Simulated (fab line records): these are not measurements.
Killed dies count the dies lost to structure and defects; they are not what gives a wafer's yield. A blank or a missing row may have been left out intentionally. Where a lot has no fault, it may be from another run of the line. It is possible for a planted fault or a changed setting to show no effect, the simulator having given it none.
fab line records ; flow sfq_line ; part 1 of 2: steps 1 to 29 of 39
[record] lots = 5; wafers = 15; last_day = 82
route steps=325 shown I1@81 M2@88 I2@103 M3@118
lots untouched by any fault: they come from a run of this same line in which no faults occurred
start_h: the number of hours between the record's first day and the start of the first shown wafer of the lot ; wait_h: how many hours have passed since the lot's step before this one ; " repeats the value in the row above ; L1.1+2: a row that stands for several wafers ; - no value, or no start was given ; * or withheld: withheld ; < > ~ a bound
route shown NAME@n: names a module that has steps shown in the file, with the first one's number in the route ; usual: mean/standard deviation taken from wafers without a fault ; same: alike in all rows ; chamber/n: place in a boat ; sites: each site's reading ; _std_site: the values' standard deviation ; _edge_site: inner sites' mean taken away from outer sites' mean ; radius_mm: how far each site lies from the wafer's centre ; mask NAME#n: copy n ; behind: the last tool/chamber to shape the wafer ; hold: why the lot was held/for how many hours/how that ended ; device: whichever transistor did not switch (one of n, p or np) ; end of line: at the end of the route, the tests of the same wafers ; a step given without rows: its recipe and nothing more ; killed: at the first sort, the dies lost to defects and structure; wafer yield is something else ; map: shows each die of a wafer: x if killed, . if not, _ if none is there
set.NAME: the setting the step ran with; set.NAME@STEP: the setting that earlier step ran with ; model.NAME: the simulator's own value behind a step, which no gauge read
certain route steps with their lots: each step a table, each wafer a row
services: the hour from which a tool's chamber was out of use, counted from the record's first day as start_h (under 0 if before that day), plus the number of hours and why
[[steps]]
[step SFQ_TRILAYER_I1_VIA_LITHO_PEB_052]
[recipe] peb_temp_c = 115; peb_time_s = 60; resist = KrF
lot.wafer;tool;chamber;start_h;wait_h
L074.1+3+6;litho_track-03;0;424.11;1.0
L075.1+2+5;litho_track-04;0;432.51;1.0
L077.2+5+6;litho_track-03;0;449.44;0.8
L083.3+4+5;litho_track-03;0;536.37;0.7
L092.2+5+6;litho_track-02;0;611.16;0.8
[step SFQ_TRILAYER_I1_VIA_LITHO_DEVELOP_051]
[recipe] time_s = 60; resist = KrF
lot.wafer;tool;chamber;start_h;wait_h
L074.1+3+6;litho_track-03;0;424.26;0.1
L075.1+2+5;litho_track-04;0;432.66;0.1
L077.2+5+6;litho_track-03;0;449.59;0.1
L083.3+4+5;litho_track-03;0;536.52;0.1
L092.2+5+6;litho_track-02;0;611.31;0.1
[step SFQ_I1_OVL_MEAS_913]
[usual] I1_OVL = 1/6.8
lot.wafer;tool;chamber;start_h;wait_h;I1_OVL[nm]
L074.1;overlay-02;-;424.41;0.1;-8
L074.3;overlay-02;-;424.41;0.1;-15
L074.6;overlay-02;-;424.41;0.1;-4
L075.1;overlay-01;-;432.81;0.1;-3
L075.2;overlay-01;-;432.81;0.1;3
L075.5;overlay-01;-;432.81;0.1;-3
L077.2;overlay-01;-;449.72;0.1;-4
L077.5;overlay-01;-;449.72;0.1;-4
L077.6;overlay-01;-;449.72;0.1;-11
L083.3;overlay-02;-;536.63;0.1;-3
L083.4;overlay-02;-;536.63;0.1;-5
L083.5;overlay-02;-;536.63;0.1;-8
L092.2;overlay-01;-;611.45;0.1;-4
L092.5;overlay-01;-;611.45;0.1;-3
L092.6;overlay-01;-;611.45;0.1;-3
[step SFQ_TRILAYER_I1_VIA_BARC_OPEN_VIA_ETCH_071]
[recipe] mask_material = PR; chemistry = O2; target_depth_nm = 125; target = BARC; source_w = 500; bias_w = 80; pressure_mtorr = 30; time_s = 41.7
[usual] drypump_motor_current_A = 5.84/0.25; oes_product_au = 0.691/0.0046
lot.wafer;tool;chamber;start_h;wait_h;drypump_motor_current_A;oes_product_au;rf_hours_counter_h
L074.1;rie_diel-03;2;424.45;0.0;6.22;0.692;2
L074.3;rie_diel-03;3;424.45;0.0;6.08;0.695;67
L074.6;rie_diel-03;3;424.45;0.0;6.10;0.694;-
L075.1;rie_diel-04;1;432.85;0.0;6.08;0.679;67
L075.2;rie_diel-04;2;432.85;0.0;5.99;0.694;7
L075.5;rie_diel-04;2;432.85;0.0;5.97;0.700;-
L077.2;rie_diel-03;2;449.75;0.0;6.26;0.683;2
L077.5;rie_diel-03;3;449.75;0.0;6.08;0.693;-
L077.6;rie_diel-03;2;449.75;0.0;6.23;0.689;-
L083.3;rie_diel-03;2;536.65;0.0;6.24;0.694;4
L083.4;rie_diel-03;0;536.65;0.0;5.96;0.693;57
L083.5;rie_diel-03;2;536.65;0.0;6.23;0.693;-
L092.2;rie_diel-01;1;611.48;0.0;5.59;0.692;6
L092.5;rie_diel-01;1;611.48;0.0;5.60;0.688;-
L092.6;rie_diel-01;0;611.48;0.0;6.02;0.695;-
[step SFQ_TRILAYER_I1_VIA_ETCH_VIA_ETCH_052]
[recipe] target = SiO2; stop_on = Nb; mask_material = PR; taper_deg = 20; chemistry = CHF3; target_depth_nm = 260; source_w = 500; bias_w = 80; pressure_mtorr = 30; time_s = withheld
[usual] drypump_motor_current_A = 5.84/0.24; oes_product_au = 0.856/0.0053
lot.wafer;tool;chamber;start_h;wait_h;drypump_motor_current_A;oes_product_au
L074.1;rie_diel-03;2;424.49;0.0;6.24;0.860
L074.3;rie_diel-03;3;424.49;0.0;6.07;0.847
L074.6;rie_diel-03;3;424.49;0.0;6.06;0.856
L075.1;rie_diel-04;1;432.89;0.0;6.06;0.848
L075.2;rie_diel-04;2;432.89;0.0;5.98;0.856
L075.5;rie_diel-04;2;432.89;0.0;5.98;0.858
L077.2;rie_diel-03;2;449.79;0.0;6.26;0.848
L077.5;rie_diel-03;3;449.79;0.0;6.07;0.860
L077.6;rie_diel-03;2;449.79;0.0;6.22;0.855
L083.3;rie_diel-03;2;536.69;0.0;6.24;0.853
L083.4;rie_diel-03;0;536.69;0.0;5.96;0.855
L083.5;rie_diel-03;2;536.69;0.0;6.26;0.857
L092.2;rie_diel-01;1;611.52;0.0;5.59;0.850
L092.5;rie_diel-01;1;611.52;0.0;5.62;0.857
L092.6;rie_diel-01;0;611.52;0.0;6.02;0.849
[step SFQ_TRILAYER_I1_VIA_STRIP_STRIP_053]
[recipe] gas = O2; power_w = 200; platen_temp_c = 40; overash_fraction = 0.65; chemistry = O2; pressure_mtorr = 50
[usual] drypump_motor_current_A = 5.2/0.37; oes_product_au = 1.002/0.008
[same] overash_fraction = 0.65
lot.wafer;tool;chamber;start_h;wait_h;drypump_motor_current_A;oes_product_au;rf_hours_counter_h
L074.1;rie_metal-02;1;424.60;-;5.3;1.005;146
L074.3;rie_metal-02;1;424.60;-;5.3;1.001;-
L074.6;rie_metal-02;1;424.60;-;5.3;0.991;-
L075.1;rie_metal-03;1;433.00;-;5.8;1.001;66
L075.2;rie_metal-03;0;433.00;-;4.7;1.004;25
L075.5;rie_metal-03;1;433.00;-;5.7;1.007;-
L077.2;rie_metal-02;0;449.90;-;5.3;0.992;100
L077.5;rie_metal-02;1;449.90;-;5.3;0.995;-
L077.6;rie_metal-02;0;449.90;-;5.3;0.987;-
L083.3;rie_metal-02;1;537.01;-;5.2;0.991;-
L083.4;rie_metal-02;0;537.01;-;5.3;1.001;-
L083.5;rie_metal-02;1;537.01;-;5.2;0.991;-
L092.2;rie_metal-02;0;611.63;-;5.3;0.995;131
L092.5;rie_metal-02;0;611.63;-;5.3;1.004;-
L092.6;rie_metal-02;1;611.63;-;5.3;0.992;-
[step SFQ_TRILAYER_I1_VIA_STRIP_SOLV_CLEAN_054]
[recipe] chemistry = NMP; temp_c = 70; time_s = 600
[usual] bath_guard_temp_C = 70.0/0.62
lot.wafer;tool;chamber;start_h;wait_h;bath_guard_temp_C
L074.1;wet_bench-02;3;425.20;0.4;68.8
L074.3;wet_bench-02;0;425.20;0.4;69.6
L074.6;wet_bench-02;2;425.20;0.4;69.4
L075.1;wet_bench-04;3;433.60;0.4;69.7
L075.2;wet_bench-04;6;433.60;0.4;70.4
L075.5;wet_bench-04;0;433.60;0.4;70.1
L077.2;wet_bench-02;2;450.50;0.4;69.7
L077.5;wet_bench-02;7;450.50;0.4;69.3
L077.6;wet_bench-02;5;450.50;0.4;70.0
L083.3;wet_bench-02;3;537.41;0.2;69.3
L083.4;wet_bench-02;0;537.41;0.2;69.8
L083.5;wet_bench-02;7;537.41;0.2;69.3
L092.2;wet_bench-01;0;612.23;0.4;70.2
L092.5;wet_bench-01;6;612.23;0.4;71.2
L092.6;wet_bench-01;1;612.23;0.4;69.7
[step SFQ_TRILAYER_M2_DEP_PRE_CLEAN_056]
[recipe] gas = Ar; time_s = 22.5; bias_v = 250
lot.wafer;tool;chamber;start_h;wait_h
L074.1+3+6;pvd_sputter-06;-;425.38;0.0
L075.1+2+5;pvd_sputter-05;-;433.79;0.0
L077.2+5+6;pvd_sputter-04;-;450.68;0.0
L083.3+4+5;pvd_sputter-05;-;537.58;0.0
L092.2+5+6;pvd_sputter-04;-;612.40;0.0
[step SFQ_TRILAYER_M2_DEP_SPUTTER_055]
[recipe] material = Nb; base_pressure_pa = 1.33e-06; chamber_pressure_pa = 0.1333; substrate_temp_c = 20; resputter_cathode_voltage_v = 400; target_thk_nm = 200; power_w = 2000; time_s = 133.3
[usual] cathode_dc_power_W = 2000.0/0.36; throttle_valve_pct = 29.8/0.98
lot.wafer;tool;chamber;start_h;wait_h;cathode_dc_power_W;throttle_valve_pct
L074.1;pvd_sputter-06;-;425.40;0.0;1999.6;30.7
L074.3;pvd_sputter-06;-;425.40;0.0;1999.6;28.9
L074.6;pvd_sputter-06;-;425.40;0.0;1999.9;30.7
L075.1;pvd_sputter-05;-;433.82;0.0;2000.4;30.4
L075.2;pvd_sputter-05;-;433.82;0.0;2000.1;30.2
L075.5;pvd_sputter-05;-;433.82;0.0;2000.0;30.1
L077.2;pvd_sputter-04;-;450.70;0.0;2000.4;28.6
L077.5;pvd_sputter-04;-;450.70;0.0;2000.2;30.6
L077.6;pvd_sputter-04;-;450.70;0.0;2000.0;28.4
L083.3;pvd_sputter-05;-;537.61;0.0;1999.9;30.3
L083.4;pvd_sputter-05;-;537.61;0.0;2000.1;29.9
L083.5;pvd_sputter-05;-;537.61;0.0;1999.8;30.3
L092.2;pvd_sputter-04;-;612.43;0.0;2000.7;28.1
L092.5;pvd_sputter-04;-;612.43;0.0;2000.4;30.9
L092.6;pvd_sputter-04;-;612.43;0.0;2000.3;28.8
[step SFQ_M2_RS_MEAS_914]
[recipe] thk_meas_gauge = four-point-probe; reads = Nb_of_TRILAYER_M2_DEP_SPUTTER_055
[usual] M2_NB_RS = 0.888/0.01
lot.wafer;tool;chamber;start_h;wait_h;M2_NB_RS[ohm/sq]
L074.1;film_metro-02;-;425.50;0.0;0.881
L074.3;film_metro-02;-;425.50;0.0;0.878
L074.6;film_metro-02;-;425.50;0.0;0.878
L075.1;film_metro-01;-;433.91;0.0;0.880
L075.2;film_metro-01;-;433.91;0.0;0.881
L075.5;film_metro-01;-;433.91;0.0;0.881
L077.2;film_metro-01;-;450.82;0.1;0.889
L077.5;film_metro-01;-;450.82;0.1;0.895
L077.6;film_metro-01;-;450.82;0.1;0.890
L083.3;film_metro-01;-;537.74;0.1;0.907
L083.4;film_metro-01;-;537.74;0.1;0.903
L083.5;film_metro-01;-;537.74;0.1;0.899
L092.2;film_metro-02;-;612.55;0.1;0.896
L092.5;film_metro-02;-;612.55;0.1;0.900
L092.6;film_metro-02;-;612.55;0.1;0.902
[step SFQ_TRILAYER_M2_LITHO_COAT_062]
[recipe] resist = BARC; spin_rpm = 3051; resist_thk_nm = 62
lot.wafer;tool;chamber;start_h;wait_h
L074.1+3+6;litho_track-02;0;425.68;0.1
L075.1+2+5;litho_track-01;0;434.09;0.1
L077.2+5+6;litho_track-03;0;451.03;0.1
L083.3+4+5;litho_track-02;0;537.98;0.1
L092.2+5+6;litho_track-03;0;612.76;0.1
[step SFQ_TRILAYER_M2_LITHO_COAT_057]
[recipe] resist = KrF; spin_rpm = 3000; resist_thk_nm = 600
lot.wafer;tool;chamber;start_h;wait_h
L074.1+3+6;litho_track-02;0;425.98;0.2
L075.1+2+5;litho_track-01;0;434.39;0.2
L077.2+5+6;litho_track-03;0;451.33;0.2
L083.3+4+5;litho_track-02;0;538.28;0.2
L092.2+5+6;litho_track-03;0;613.06;0.2
[step SFQ_TRILAYER_M2_LITHO_SOFTBAKE_061]
[recipe] temp_c = withheld; time_s = withheld; resist = KrF
lot.wafer;tool;chamber;start_h;wait_h
L074.1+3+6;litho_track-02;0;426.28;0.2
L075.1+2+5;litho_track-01;0;434.69;0.2
L077.2+5+6;litho_track-03;0;451.60;0.2
L083.3+4+5;litho_track-02;0;538.53;0.2
L092.2+5+6;litho_track-03;0;613.34;0.2
[step SFQ_TRILAYER_M2_LITHO_EXPOSE_058]
[recipe] mask_id = M2; na = 0.6; source_shape = conventional; sigma_outer = 0.65; target_cd_nm = 500; dose_mj = 14.19
lot.wafer;tool;chamber;start_h;wait_h;mask
L074.1+3+6;krf_scanner-01;0;451.81;-;M2#0
L075.1+2+5;krf_scanner-01;0;462.61;-;M2#0
L077.2+5+6;krf_scanner-01;0;482.72;-;M2#0
L083.3+4+5;krf_scanner-01;0;543.92;-;M2#0
L092.2+5+6;krf_scanner-01;0;617.64;-;M2#0
[step SFQ_TRILAYER_M2_LITHO_PEB_060]
[recipe] peb_temp_c = 115; peb_time_s = 60; resist = KrF
lot.wafer;tool;chamber;start_h;wait_h
L074.1+3+6;litho_track-01;0;453.01;1.0
L075.1+2+5;litho_track-01;0;463.81;1.0
L077.2+5+6;litho_track-02;0;483.74;0.8
L083.3+4+5;litho_track-02;0;544.82;0.7
L092.2+5+6;litho_track-01;0;618.66;0.8
[step SFQ_TRILAYER_M2_LITHO_DEVELOP_059]
[recipe] time_s = 60; resist = KrF
lot.wafer;tool;chamber;start_h;wait_h
L074.1+3+6;litho_track-01;0;453.16;0.1
L075.1+2+5;litho_track-01;0;463.96;0.1
L077.2+5+6;litho_track-02;0;483.89;0.1
L083.3+4+5;litho_track-02;0;544.97;0.1
L092.2+5+6;litho_track-01;0;618.81;0.1
[step SFQ_M2_OVL_MEAS_916]
[usual] M2_OVL = 4/5.2
lot.wafer;tool;chamber;start_h;wait_h;M2_OVL[nm]
L074.1;overlay-01;-;453.31;0.1;6
L074.3;overlay-01;-;453.31;0.1;5
L074.6;overlay-01;-;453.31;0.1;4
L075.1;overlay-01;-;464.11;0.1;-5
L075.2;overlay-01;-;464.11;0.1;-1
L075.5;overlay-01;-;464.11;0.1;3
L077.2;overlay-01;-;484.02;0.1;8
L077.5;overlay-01;-;484.02;0.1;6
L077.6;overlay-01;-;484.02;0.1;6
L083.3;overlay-02;-;545.08;0.1;6
L083.4;overlay-02;-;545.08;0.1;9
L083.5;overlay-02;-;545.08;0.1;10
L092.2;overlay-02;-;618.95;0.1;0
L092.5;overlay-02;-;618.95;0.1;2
L092.6;overlay-02;-;618.95;0.1;3
[step SFQ_TRILAYER_M2_BARC_OPEN_METAL_ETCH_077]
[recipe] mask_material = PR; chemistry = O2; target_depth_nm = 125; target = BARC; icp_w = 600; bias_w = 80; pressure_mtorr = 10; time_s = 41.7
[usual] drypump_motor_current_A = 5.31/0.2; oes_product_au = 0.682/0.0048
lot.wafer;tool;chamber;start_h;wait_h;drypump_motor_current_A;oes_product_au;rf_hours_counter_h
L074.1;rie_metal-01;1;453.35;0.0;5.65;0.685;93
L074.3;rie_metal-01;1;453.35;0.0;5.61;0.683;-
L074.6;rie_metal-01;1;453.35;0.0;5.65;0.684;-
L075.1;rie_metal-02;0;464.15;0.0;5.29;0.680;102
L075.2;rie_metal-02;1;464.15;0.0;5.29;0.679;153
L075.5;rie_metal-02;0;464.15;0.0;5.28;0.681;-
L077.2;rie_metal-02;0;484.05;0.0;5.27;0.681;106
L077.5;rie_metal-02;1;484.05;0.0;5.24;0.681;-
L077.6;rie_metal-02;0;484.05;0.0;5.27;0.685;-
L083.3;rie_metal-04;0;545.12;0.0;5.04;0.684;-
L083.4;rie_metal-04;1;545.12;0.0;5.43;0.683;-
L083.5;rie_metal-04;0;545.12;0.0;5.03;0.682;-
L092.2;rie_metal-04;0;618.98;0.0;5.02;0.679;11
L092.5;rie_metal-04;1;618.98;0.0;5.47;0.683;-
L092.6;rie_metal-04;0;618.98;0.0;5.02;0.682;-
[step SFQ_TRILAYER_M2_ETCH_METAL_ETCH_060]
[recipe] target = Nb; stop_on = SiO2; mask_material = PR; chemistry = Cl2/Ar; target_depth_nm = 240; icp_w = 600; bias_w = 80; pressure_mtorr = 10; time_s = 120
[usual] drypump_motor_current_A = 5.31/0.2; oes_product_au = 0.895/0.007
lot.wafer;tool;chamber;start_h;wait_h;drypump_motor_current_A;oes_product_au;rf_hours_counter_h
L074.1;rie_metal-01;1;453.47;0.1;5.60;0.892;93
L074.3;rie_metal-01;1;453.47;0.1;5.63;0.895;-
L074.6;rie_metal-01;1;453.47;0.1;5.60;0.908;-
L075.1;rie_metal-02;0;464.23;0.1;5.30;0.903;102
L075.2;rie_metal-02;1;464.23;0.1;5.27;0.901;153
L075.5;rie_metal-02;0;464.23;0.1;5.29;0.898;-
L077.2;rie_metal-02;0;484.11;0.0;5.29;0.895;106
L077.5;rie_metal-02;1;484.11;0.0;5.28;0.897;-
L077.6;rie_metal-02;0;484.11;0.0;5.27;0.895;-
L083.3;rie_metal-04;0;545.20;0.1;5.03;0.894;-
L083.4;rie_metal-04;1;545.20;0.1;5.48;0.893;-
L083.5;rie_metal-04;0;545.20;0.1;5.07;0.888;-
L092.2;rie_metal-04;0;619.04;0.0;4.99;0.888;11
L092.5;rie_metal-04;1;619.04;0.0;5.48;0.889;-
L092.6;rie_metal-04;0;619.04;0.0;5.02;0.887;-
[step SFQ_TRILAYER_M2_STRIP_STRIP_061]
[recipe] gas = O2; power_w = 200; platen_temp_c = 40; overash_fraction = 0.65; chemistry = O2; pressure_mtorr = 50
[usual] drypump_motor_current_A = 5.31/0.2; oes_product_au = 1.003/0.0079
[same] overash_fraction = 0.65
lot.wafer;tool;chamber;start_h;wait_h;drypump_motor_current_A;oes_product_au;rf_hours_counter_h
L074.1;rie_metal-01;1;453.72;0.2;5.62;1.017;93
L074.3;rie_metal-01;1;453.72;0.2;5.61;1.010;-
L074.6;rie_metal-01;1;453.72;0.2;5.62;1.012;-
L075.1;rie_metal-02;0;464.39;0.1;5.28;0.983;102
L075.2;rie_metal-02;1;464.39;0.1;5.24;1.000;153
L075.5;rie_metal-02;0;464.39;0.1;5.28;0.996;-
L077.2;rie_metal-02;0;484.24;0.1;5.30;1.005;106
L077.5;rie_metal-02;1;484.24;0.1;5.27;1.009;-
L077.6;rie_metal-02;0;484.24;0.1;5.28;1.007;-
L083.3;rie_metal-04;0;545.49;0.2;5.06;1.013;-
L083.4;rie_metal-04;1;545.49;0.2;5.47;0.992;-
L083.5;rie_metal-04;0;545.49;0.2;5.05;1.003;-
L092.2;rie_metal-04;0;619.16;0.1;5.04;1.003;11
L092.5;rie_metal-04;1;619.16;0.1;5.43;1.007;-
L092.6;rie_metal-04;0;619.16;0.1;5.06;1.012;-
[step SFQ_TRILAYER_M2_STRIP_SOLV_CLEAN_062]
[recipe] chemistry = NMP; temp_c = 70; time_s = 600
[usual] bath_guard_temp_C = 70.0/0.61
lot.wafer;tool;chamber;start_h;wait_h;bath_guard_temp_C
L074.1;wet_bench-01;6;454.92;1.0;71.0
L074.3;wet_bench-01;7;454.92;1.0;69.7
L074.6;wet_bench-01;2;454.92;1.0;70.7
L075.1;wet_bench-02;1;465.19;0.5;71.3
L075.2;wet_bench-02;2;465.19;0.5;69.4
L075.5;wet_bench-02;3;465.19;0.5;69.6
L077.2;wet_bench-03;2;484.84;0.4;69.5
L077.5;wet_bench-03;3;484.84;0.4;70.3
L077.6;wet_bench-03;1;484.84;0.4;69.1
L083.3;wet_bench-02;4;545.89;0.2;68.8
L083.4;wet_bench-02;5;545.89;0.2;69.9
L083.5;wet_bench-02;1;545.89;0.2;71.2
L092.2;wet_bench-01;5;619.76;0.4;70.2
L092.5;wet_bench-01;1;619.76;0.4;69.6
L092.6;wet_bench-01;6;619.76;0.4;70.9
[step SFQ_TRILAYER_I2_DEP_PECVD_063]
[recipe] material = SiO2; temp_c = 150; time_s = 111.11; pressure_torr = 2.4; rf_w = 183.3; precursor = SiH4/N2O; target_thk_nm = 500
[usual] heater_power_w = 79/8; throttle_valve_pct = 24.5/1.4
lot.wafer;tool;chamber;start_h;wait_h;heater_power_w;throttle_valve_pct
L074.1;pecvd-03;2;455.09;0.0;75;26.4
L074.3;pecvd-03;0;455.09;0.0;71;25.8
L074.6;pecvd-03;0;455.09;0.0;72;25.9
L075.1;pecvd-02;1;465.37;0.0;78;22.4
L075.2;pecvd-02;0;465.37;0.0;91;24.3
L075.5;pecvd-02;1;465.37;0.0;80;22.9
L077.2;pecvd-01;1;485.03;0.0;92;26.7
L077.5;pecvd-01;2;485.03;0.0;73;25.4
L077.6;pecvd-01;0;485.03;0.0;67;25.5
L083.3;pecvd-01;1;546.06;0.0;93;26.4
L083.4;pecvd-01;0;546.06;0.0;73;25.7
L083.5;pecvd-01;1;546.06;0.0;77;26.5
L092.2;pecvd-01;0;619.94;0.0;79;22.9
L092.5;pecvd-01;0;619.94;0.0;81;22.8
L092.6;pecvd-01;1;619.94;0.0;85;23.3
[step SFQ_TRILAYER_I2_CMP_CMP_064]
[recipe] material = SiO2; down_force_psi = 3; platen_rpm = 60; pad_velocity_m_s = 0.94248
[usual] motor_current_A = 9.6/0.74; retaining_ring_pressure_frac = 0.999/0.0048; time_to_endpoint_s = 214/7
lot.wafer;tool;chamber;start_h;wait_h;motor_current_A;retaining_ring_pressure_frac;time_to_endpoint_s
L074.1;cmp-01;0;456.69;1.6;8.7;0.993;216
L074.3;cmp-01;2;457.69;2.6;10.2;1.001;222
L074.6;cmp-01;0;458.69;3.5;8.8;1.000;221
L075.2;cmp-01;2;467.97;2.6;10.0;1.001;201
L075.1;cmp-01;0;468.97;3.6;9.2;0.998;198
L075.5;cmp-01;2;469.97;4.5;9.5;0.998;209
L077.2;cmp-01;0;489.69;4.6;9.3;0.998;231
L077.6;cmp-01;2;490.69;5.6;10.0;1.006;221
L077.5;cmp-01;3;490.69;5.6;9.6;0.992;214
L083.4;cmp-02;0;555.50;9.4;8.8;0.992;216
L083.3;cmp-02;1;555.50;9.4;9.5;0.995;208
L083.5;cmp-02;3;557.00;10.9;8.5;1.000;217
L092.2;cmp-01;2;634.90;14.9;9.7;1.002;215
L092.5;cmp-01;2;636.90;16.9;9.4;1.002;226
L092.6;cmp-01;3;636.90;16.9;10.6;0.998;220
[step SFQ_I2_BOW_MEAS_917]
[recipe] mode = bow
[usual] I2_BOW = 2/7.8
lot.wafer;tool;chamber;start_h;wait_h;I2_BOW[um]
L074.1;film_metro-01;-;459.19;2.0;4
L074.3;film_metro-01;-;459.19;2.0;8
L074.6;film_metro-01;-;459.19;2.0;-1
L075.1;film_metro-03;-;470.47;1.0;10
L075.2;film_metro-03;-;470.47;1.0;2
L075.5;film_metro-03;-;470.47;1.0;8
L077.2;film_metro-03;-;491.71;1.5;2
L077.5;film_metro-03;-;491.71;1.5;-1
L077.6;film_metro-03;-;491.71;1.5;-9
L083.3;film_metro-03;-;558.04;1.5;6
L083.4;film_metro-03;-;558.04;1.5;7
L083.5;film_metro-03;-;558.04;1.5;-5
L092.2;film_metro-03;-;637.92;2.5;6
L092.5;film_metro-03;-;637.92;2.5;5
L092.6;film_metro-03;-;637.92;2.5;11
[step SFQ_TRILAYER_I2_METRO_MEASURE_065]
[usual] thk_nm = 200.3/0.93
lot.wafer;tool;chamber;start_h;wait_h;thk_nm
L074.1;film_metro-01;-;459.31;0.1;200.7
L074.3;film_metro-01;-;459.31;0.1;201.1
L074.6;film_metro-01;-;459.31;0.1;200.1
L075.1;film_metro-03;-;470.59;0.1;199.6
L075.2;film_metro-03;-;470.59;0.1;199.0
L075.5;film_metro-03;-;470.59;0.1;201.0
L077.2;film_metro-03;-;492.01;0.3;200.3
L077.5;film_metro-03;-;492.01;0.3;200.6
L077.6;film_metro-03;-;492.01;0.3;200.9
L083.3;film_metro-03;-;558.52;0.5;200.1
L083.4;film_metro-03;-;558.52;0.5;199.8
L083.5;film_metro-03;-;558.52;0.5;201.1
L092.2;film_metro-03;-;638.22;0.3;201.0
L092.5;film_metro-03;-;638.22;0.3;201.0
L092.6;film_metro-03;-;638.22;0.3;200.4
[step SFQ_TRILAYER_I2_VIA_LITHO_COAT_072]
[recipe] resist = BARC; spin_rpm = 3000; resist_thk_nm = 62
lot.wafer;tool;chamber;start_h;wait_h
L074.1+3+6;litho_track-04;0;460.51;1.0
L075.1+2+5;litho_track-04;0;471.79;1.0
L077.2+5+6;litho_track-03;0;493.06;0.8
L083.3+4+5;litho_track-03;0;559.42;0.7
L092.2+5+6;litho_track-04;0;639.27;0.8
[step SFQ_TRILAYER_I2_VIA_LITHO_COAT_067]
[recipe] resist = KrF; spin_rpm = 3000; resist_thk_nm = 650
lot.wafer;tool;chamber;start_h;wait_h
L074.1+3+6;litho_track-04;0;460.81;0.2
L075.1+2+5;litho_track-04;0;472.09;0.2
L077.2+5+6;litho_track-03;0;493.36;0.2
L083.3+4+5;litho_track-03;0;559.72;0.2
L092.2+5+6;litho_track-04;0;639.57;0.2
[step SFQ_TRILAYER_I2_VIA_LITHO_SOFTBAKE_071]
[recipe] temp_c = withheld; time_s = withheld; resist = KrF
lot.wafer;tool;chamber;start_h;wait_h
L074.1+3+6;litho_track-04;0;461.11;0.2
L075.1+2+5;litho_track-04;0;472.39;0.2
L077.2+5+6;litho_track-03;0;493.64;0.2
L083.3+4+5;litho_track-03;0;559.97;0.2
L092.2+5+6;litho_track-04;0;639.85;0.2
[step SFQ_TRILAYER_I2_VIA_LITHO_EXPOSE_068]
[recipe] mask_id = I2; na = 0.6; source_shape = conventional; sigma_outer = 0.65; target_cd_nm = 500; dose_mj = 21.3
lot.wafer;tool;chamber;start_h;wait_h;mask
L074.1+3+6;krf_scanner-02;0;608.32;-;I2#0
L075.1+2+5;krf_scanner-02;0;622.90;-;I2#0
L077.2+5+6;krf_scanner-02;0;642.30;-;I2#0
L083.3+4+5;krf_scanner-01;0;710.37;-;I2#0
L092.2+5+6;krf_scanner-02;0;779.90;-;I2#0
